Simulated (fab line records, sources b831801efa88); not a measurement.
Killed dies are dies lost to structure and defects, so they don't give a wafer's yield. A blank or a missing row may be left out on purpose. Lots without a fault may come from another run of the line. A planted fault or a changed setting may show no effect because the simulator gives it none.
Tool commonality check | flow sky130 | 13 lots, 39 wafers sampled

WHY IT WAS OPENED
At SKY_SD_N_CD_MEAS_07 the reading cd_nm is flagged on 1 of 13 lots. Wafers without a fault read 380.0 nm, standard deviation 2.6.
Rule: a lot is flagged when every wafer of it that has a number lies more than 4 standard deviations from that mean, or none has a number. The other lots count as sound.

lot  | measured     | on        | cd_nm (nm), wafer by wafer | flag
L777 | day 27 07:39 | cd_sem-02 | 383.1 382.3 381.7          |
L779 | day 27 19:26 | cd_sem-02 | 382.2 383.5 384.4          |
L778 | day 27 20:18 | cd_sem-02 | 380.6 383.0 383.9          |
L781 | day 29 01:23 | cd_sem-01 | 336.2 334.8 333.4          | FLAGGED
L786 | day 30 18:14 | cd_sem-02 | 380.0 383.6 383.2          |
L789 | day 31 17:26 | cd_sem-01 | 379.3 380.2 380.7          |
L790 | day 32 01:13 | cd_sem-02 | 377.8 377.3 376.2          |
L792 | day 32 19:26 | cd_sem-02 | 374.2 370.6 376.1          |
L794 | day 34 01:26 | cd_sem-01 | 380.7 377.3 379.3          |
L796 | day 34 15:50 | cd_sem-01 | 380.1 381.1 382.0          |
L798 | day 35 05:25 | cd_sem-01 | 378.3 378.6 378.5          |
L799 | day 35 06:31 | cd_sem-01 | 380.2 379.8 380.0          |
L800 | day 36 23:10 | cd_sem-02 | 381.9 378.5 380.2          |
The numbers of the flagged lots are 334.8 nm on average: -45.2 nm against the usual, or -17 standard deviations.

WHICH TOOL RAN EACH LOT
The record holds 2 process steps before the reading, out of a route of 708 steps. In each cell: the tool, then ch and the chambers that the sampled wafers went through, then the start.
lot  | flag    | SKY_POLY_GATE_ETCH_16              | SKY_SD_N_EXPOSE_04
L777 |         | rie_diel-04 ch 0,3, day 15 22:38   | iline_stepper-01 ch 0, day 26 17:27
L779 |         | rie_diel-01 ch 0,1,2, day 16 09:39 | iline_stepper-02 ch 0, day 27 05:10
L778 |         | rie_diel-03 ch 1,2,3, day 16 07:44 | iline_stepper-02 ch 0, day 27 06:06
L781 | FLAGGED | rie_diel-01 ch 0,1,3, day 17 14:11 | iline_stepper-02 ch 0, day 28 11:22
L786 |         | rie_diel-01 ch 0,1,3, day 19 11:35 | iline_stepper-02 ch 0, day 30 04:43
L789 |         | rie_diel-04 ch 0,1,2, day 20 13:05 | iline_stepper-01 ch 0, day 31 04:01
L790 |         | rie_diel-03 ch 1,2, day 20 22:56   | iline_stepper-02 ch 0, day 31 12:34
L792 |         | rie_diel-03 ch 0,2, day 21 19:41   | iline_stepper-02 ch 0, day 32 06:23
L794 |         | rie_diel-03 ch 0,1,3, day 23 02:20 | iline_stepper-01 ch 0, day 33 11:37
L796 |         | rie_diel-01 ch 0,1, day 23 18:23   | iline_stepper-01 ch 0, day 34 03:34
L798 |         | rie_diel-01 ch 0,1,3, day 24 06:05 | iline_stepper-01 ch 0, day 34 15:43
L799 |         | rie_diel-03 ch 0,1, day 24 12:51   | iline_stepper-02 ch 0, day 34 17:22
L800 |         | rie_diel-04 ch 0,2,3, day 26 12:17 | iline_stepper-02 ch 0, day 36 11:26
What these steps do:
- SKY_POLY_GATE_ETCH_16: etches Si3N4 in CH3F/O2, stops on poly-Si, time 147.5 s, target depth 75 nm.
- SKY_SD_N_EXPOSE_04: exposes mask NSDM, target cd 380 nm.
- SKY_SD_N_CD_MEAS_07: target cd 380 nm.

FLAGGED OVER TOTAL, TOOL BY TOOL (the gauges that took the reading come last)
step                  | tool             | lots run | flagged | share of the flagged lots | sound lots run after its first flagged lot
SKY_POLY_GATE_ETCH_16 | rie_diel-01      | 5        | 1       | all                       | 3 (L786,L796,L798)
SKY_POLY_GATE_ETCH_16 | rie_diel-03      | 5        | 0       | none                      | -
SKY_POLY_GATE_ETCH_16 | rie_diel-04      | 3        | 0       | none                      | -
SKY_SD_N_EXPOSE_04    | iline_stepper-01 | 5        | 0       | none                      | -
SKY_SD_N_EXPOSE_04    | iline_stepper-02 | 8        | 1       | all                       | 5 (L786,L790,L792,L799,L800)
SKY_SD_N_CD_MEAS_07   | cd_sem-01        | 6        | 1       | all                       | 5 (L789,L794,L796,L798,L799)
SKY_SD_N_CD_MEAS_07   | cd_sem-02        | 7        | 0       | none                      | -

WHAT THE TABLE ALLOWS
3 rows of the table ran every flagged lot: rie_diel-01 at SKY_POLY_GATE_ETCH_16, iline_stepper-02 at SKY_SD_N_EXPOSE_04, cd_sem-01 at SKY_SD_N_CD_MEAS_07.
- rie_diel-01 at SKY_POLY_GATE_ETCH_16: 1 of its 5 lots flagged. Sound lots ran on it after the first flagged one (L786, L796, L798), which a lasting fault on the whole tool wouldn't allow.
- iline_stepper-02 at SKY_SD_N_EXPOSE_04: 1 of its 8 lots flagged. Sound lots ran on it after the first flagged one (L786, L790, L792, L799, L800), which a lasting fault on the whole tool wouldn't allow.
- cd_sem-01 at SKY_SD_N_CD_MEAS_07: 1 of its 6 lots flagged. Sound lots ran on it after the first flagged one (L789, L794, L796, L798, L799), which a lasting fault on the whole tool wouldn't allow.
No row of the table ran every flagged lot and no sound lot after the first.

WHAT THE SIMULATOR HAD PUT IN
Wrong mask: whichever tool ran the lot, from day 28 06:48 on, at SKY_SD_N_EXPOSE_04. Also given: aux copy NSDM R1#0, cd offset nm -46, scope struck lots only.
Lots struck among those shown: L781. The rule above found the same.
